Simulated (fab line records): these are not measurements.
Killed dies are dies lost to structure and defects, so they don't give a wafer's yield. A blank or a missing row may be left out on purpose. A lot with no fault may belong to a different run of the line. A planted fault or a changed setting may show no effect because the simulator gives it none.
Which of the tools did it? :: flow sky130 :: 39 wafers from 13 lots sampled at 4 of the route's 708 steps

## WHAT EACH GAUGE READ, for each wafer
SKY_VT_ADJUST_HVTR_CD_MEAS_07: the cd target is 380 nm. Usual: 379.2 nm for cdNm, sd 2.9.
lot: L288
measured: day 10 02:52
on: cdSem-01
cdNm (nm): 373.4 373.1 375.3
flag: 

lot: L289
measured: day 10 15:07
on: cdSem-02
cdNm (nm): 382.9 377.9 379.2
flag: 

lot: L291
measured: day 11 06:55
on: cdSem-01
cdNm (nm): 373.3 376.4 379.3
flag: 

lot: L290
measured: day 11 08:23
on: cdSem-02
cdNm (nm): 379.3 381.1 381.9
flag: 

lot: L294
measured: day 11 20:40
on: cdSem-02
cdNm (nm): 382.0 383.8 382.1
flag: 

lot: L296
measured: day 12 12:22
on: cdSem-01
cdNm (nm): 380.8 380.1 381.0
flag: 

lot: L295
measured: day 12 15:33
on: cdSem-02
cdNm (nm): 379.2 380.4 380.8
flag: 

lot: L301
measured: day 14 00:21
on: cdSem-01
cdNm (nm): 379.8 379.6 380.2
flag: 

lot: L302
measured: day 14 11:41
on: cdSem-01
cdNm (nm): 382.2 381.7 382.4
flag: 

lot: L304
measured: day 14 20:52
on: cdSem-01
cdNm (nm): 379.7 379.5 380.5
flag: 

lot: L305
measured: day 15 08:45
on: cdSem-02
cdNm (nm): 374.3 378.3 379.1
flag: 

lot: L307
measured: day 15 18:07
on: cdSem-02
cdNm (nm): 380.7 379.1 378.4
flag: 

lot: L308
measured: day 16 03:06
on: cdSem-02
cdNm (nm): 378.6 378.9 376.2
flag: 

SKY_POLY_GATE_THK_MEAS_01. Usual: POLY_GATE_CVD_00_THK gives 180.2 nm (standard deviation 1.5).
lot: L288
measured: day 14 11:05
on: filmMetro-04
POLY_GATE_CVD_00_THK (nm): 179.9 179.2 178.5
flag: 

lot: L289
measured: day 15 04:45
on: filmMetro-04
POLY_GATE_CVD_00_THK (nm): 178.7 177.8 178.1
flag: 

lot: L291
measured: day 15 23:22
on: filmMetro-01
POLY_GATE_CVD_00_THK (nm): 179.0 179.0 178.1
flag: 

lot: L290
measured: day 16 00:42
on: filmMetro-04
POLY_GATE_CVD_00_THK (nm): 178.6 176.2 177.4
flag: 

lot: L294
measured: day 17 11:26
on: filmMetro-04
POLY_GATE_CVD_00_THK (nm): 181.5 180.3 180.6
flag: 

lot: L296
measured: day 17 11:32
on: filmMetro-03
POLY_GATE_CVD_00_THK (nm): 178.9 178.8 177.6
flag: 

lot: L295
measured: day 17 19:17
on: filmMetro-04
POLY_GATE_CVD_00_THK (nm): 180.3 180.7 180.2
flag: 

lot: L301
measured: day 19 06:41
on: filmMetro-04
POLY_GATE_CVD_00_THK (nm): 180.0 181.4 180.2
flag: 

lot: L302
measured: day 19 16:58
on: filmMetro-01
POLY_GATE_CVD_00_THK (nm): 181.0 180.3 180.9
flag: 

lot: L304
measured: day 20 00:56
on: filmMetro-04
POLY_GATE_CVD_00_THK (nm): 180.5 180.6 181.9
flag: 

lot: L305
measured: day 20 14:17
on: filmMetro-04
POLY_GATE_CVD_00_THK (nm): 180.1 178.8 179.7
flag: 

lot: L307
measured: day 21 01:39
on: filmMetro-03
POLY_GATE_CVD_00_THK (nm): 179.8 180.8 180.6
flag: 

lot: L308
measured: day 22 18:51
on: filmMetro-04
POLY_GATE_CVD_00_THK (nm): 180.7 180.9 181.7
flag: 

## EACH LOT AND THE TOOL THAT RAN IT (in order: tool; ch and the chambers of the sampled wafers; start)
lot: L288
SKY_VT_ADJUST_LVTN_STRIP_09: plasmaAsher-02 ch 0,1, day 7 11:39
SKY_GATE_OXIDE_CLEAN_15: wetBench-04 ch 2, day 14 08:17

lot: L289
SKY_VT_ADJUST_LVTN_STRIP_09: plasmaAsher-02 ch 0,1, day 8 00:17
SKY_GATE_OXIDE_CLEAN_15: wetBench-04 ch 3, day 15 01:57

lot: L291
SKY_VT_ADJUST_LVTN_STRIP_09: plasmaAsher-03 ch 0,1, day 8 12:03
SKY_GATE_OXIDE_CLEAN_15: wetBench-02 ch 2, day 15 19:36

lot: L290
SKY_VT_ADJUST_LVTN_STRIP_09: plasmaAsher-03 ch 0,1, day 8 12:50
SKY_GATE_OXIDE_CLEAN_15: wetBench-04 ch 2, day 15 21:49

lot: L294
SKY_VT_ADJUST_LVTN_STRIP_09: plasmaAsher-01 ch 0,1, day 9 01:24
SKY_GATE_OXIDE_CLEAN_15: wetBench-02 ch 3, day 17 06:53

lot: L296
SKY_VT_ADJUST_LVTN_STRIP_09: plasmaAsher-03 ch 0,1, day 9 15:11
SKY_GATE_OXIDE_CLEAN_15: wetBench-02 ch 2, day 17 07:51

lot: L295
SKY_VT_ADJUST_LVTN_STRIP_09: plasmaAsher-01 ch 0,1, day 9 16:54
SKY_GATE_OXIDE_CLEAN_15: wetBench-02 ch 1, day 17 15:53

lot: L301
SKY_VT_ADJUST_LVTN_STRIP_09: plasmaAsher-03 ch 0,1, day 10 22:14
SKY_GATE_OXIDE_CLEAN_15: wetBench-02 ch 3, day 19 03:18

lot: L302
SKY_VT_ADJUST_LVTN_STRIP_09: plasmaAsher-01 ch 0,1, day 11 08:45
SKY_GATE_OXIDE_CLEAN_15: wetBench-04 ch 1, day 19 13:39

lot: L304
SKY_VT_ADJUST_LVTN_STRIP_09: plasmaAsher-02 ch 1, day 11 17:36
SKY_GATE_OXIDE_CLEAN_15: wetBench-01 ch 2, day 19 21:58

lot: L305
SKY_VT_ADJUST_LVTN_STRIP_09: plasmaAsher-01 ch 0,1, day 12 04:18
SKY_GATE_OXIDE_CLEAN_15: wetBench-02 ch 2, day 20 10:55

lot: L307
SKY_VT_ADJUST_LVTN_STRIP_09: plasmaAsher-03 ch 0,1, day 12 11:36
SKY_GATE_OXIDE_CLEAN_15: wetBench-04 ch 2, day 20 22:52

lot: L308
SKY_VT_ADJUST_LVTN_STRIP_09: plasmaAsher-01 ch 0,1, day 12 19:39
SKY_GATE_OXIDE_CLEAN_15: wetBench-02 ch 0, day 22 15:31
- SKY_VT_ADJUST_LVTN_STRIP_09: strips in O2/N2.
- SKY_GATE_OXIDE_CLEAN_15: cleans in SC1/SC2, time 150 s.

## AS READ BY THE TOOLS THEMSELVES (means over the sampled wafers that have a number; for cases with no such wafer, the mark the record gives instead)
SKY_VT_ADJUST_LVTN_STRIP_09. Usual: drypumpMotorCurrentA 5.27 A, standard deviation 0.26; oesProductAu 0.723 a.u., standard deviation 0.0046; stripTimeToEndpointS 36.92 s, standard deviation 0.091.
lot: L288
tool: plasmaAsher-02
drypumpMotorCurrentA (A): 5.13
oesProductAu (a.u.): 0.726
stripTimeToEndpointS (s): 36.94
flag: 

lot: L289
tool: plasmaAsher-02
drypumpMotorCurrentA (A): 5.13
oesProductAu (a.u.): 0.721
stripTimeToEndpointS (s): 36.91
flag: 

lot: L291
tool: plasmaAsher-03
drypumpMotorCurrentA (A): 5.36
oesProductAu (a.u.): 0.726
stripTimeToEndpointS (s): 36.85
flag: 

lot: L290
tool: plasmaAsher-03
drypumpMotorCurrentA (A): 5.45
oesProductAu (a.u.): 0.723
stripTimeToEndpointS (s): 36.85
flag: 

lot: L294
tool: plasmaAsher-01
drypumpMotorCurrentA (A): 5.32
oesProductAu (a.u.): 0.721
stripTimeToEndpointS (s): 36.71
flag: 

lot: L296
tool: plasmaAsher-03
drypumpMotorCurrentA (A): 5.46
oesProductAu (a.u.): 0.725
stripTimeToEndpointS (s): 36.92
flag: 

lot: L295
tool: plasmaAsher-01
drypumpMotorCurrentA (A): 5.15
oesProductAu (a.u.): 0.724
stripTimeToEndpointS (s): 37.12
flag: 

lot: L301
tool: plasmaAsher-03
drypumpMotorCurrentA (A): 5.36
oesProductAu (a.u.): 0.722
stripTimeToEndpointS (s): 36.85
flag: 

lot: L302
tool: plasmaAsher-01
drypumpMotorCurrentA (A): 5.35
oesProductAu (a.u.): 0.723
stripTimeToEndpointS (s): 36.98
flag: 

lot: L304
tool: plasmaAsher-02
drypumpMotorCurrentA (A): 4.94
oesProductAu (a.u.): 0.720
stripTimeToEndpointS (s): 36.87
flag: 

lot: L305
tool: plasmaAsher-01
drypumpMotorCurrentA (A): 5.34
oesProductAu (a.u.): 0.721
stripTimeToEndpointS (s): 36.92
flag: 

lot: L307
tool: plasmaAsher-03
drypumpMotorCurrentA (A): 5.36
oesProductAu (a.u.): 0.722
stripTimeToEndpointS (s): 36.94
flag: 

lot: L308
tool: plasmaAsher-01
drypumpMotorCurrentA (A): 5.31
oesProductAu (a.u.): 0.724
stripTimeToEndpointS (s): 36.91
flag: 

SKY_GATE_OXIDE_CLEAN_15. Usual: bathGuardTempC 70.3 C, standard deviation 0.5; bathHeatDutyPct 12.4 %, standard deviation 1.2.
lot: L288
tool: wetBench-04
bathGuardTempC (C): 70.2
bathHeatDutyPct (%): 12.2
flag: 

lot: L289
tool: wetBench-04
bathGuardTempC (C): 70.9
bathHeatDutyPct (%): 11.3
flag: 

lot: L291
tool: wetBench-02
bathGuardTempC (C): 69.3
bathHeatDutyPct (%): 11.5
flag: 

lot: L290
tool: wetBench-04
bathGuardTempC (C): 70.0
bathHeatDutyPct (%): 11.5
flag: 

lot: L294
tool: wetBench-02
bathGuardTempC (C): 69.8
bathHeatDutyPct (%): 14.0
flag: 

lot: L296
tool: wetBench-02
bathGuardTempC (C): 69.6
bathHeatDutyPct (%): 11.3
flag: 

lot: L295
tool: wetBench-02
bathGuardTempC (C): 70.4
bathHeatDutyPct (%): 13.6
flag: 

lot: L301
tool: wetBench-02
bathGuardTempC (C): -
bathHeatDutyPct (%): -
flag: OFF

lot: L302
tool: wetBench-04
bathGuardTempC (C): -
bathHeatDutyPct (%): -
flag: OFF

lot: L304
tool: wetBench-01
bathGuardTempC (C): 71.1
bathHeatDutyPct (%): 12.1
flag: 

lot: L305
tool: wetBench-02
bathGuardTempC (C): 69.6
bathHeatDutyPct (%): 12.0
flag: 

lot: L307
tool: wetBench-04
bathGuardTempC (C): 70.1
bathHeatDutyPct (%): 11.5
flag: 

lot: L308
tool: wetBench-02
bathGuardTempC (C): 70.7
bathHeatDutyPct (%): 13.0
flag: 

## THE ANSWER, worked out from the rows above alone
Rule: take the mean of a lot's wafers that have a number; if it is more than 3 standard deviations from the usual mean, the lot is off. Also off: a lot with no number at a reading for which 4 or more lots have one. The other lots that the step has rows for count as sound. First the gauges in route order, then the tools' own readings, where a lot's mean is used as printed above. The first step at which some lot is off is used, and at that step the reading that is off furthest; a lot without a number counts as furthest.
Off, at SKY_GATE_OXIDE_CLEAN_15 on bathGuardTempC: L301, L302. Without a number there: L301, L302.
A tool fits if, at that step or a process step before it, it ran every lot that is off, and no sound lot after the first of them. Of those tried, none fits.

## WHAT WAS PUT IN BY THE SIMULATOR
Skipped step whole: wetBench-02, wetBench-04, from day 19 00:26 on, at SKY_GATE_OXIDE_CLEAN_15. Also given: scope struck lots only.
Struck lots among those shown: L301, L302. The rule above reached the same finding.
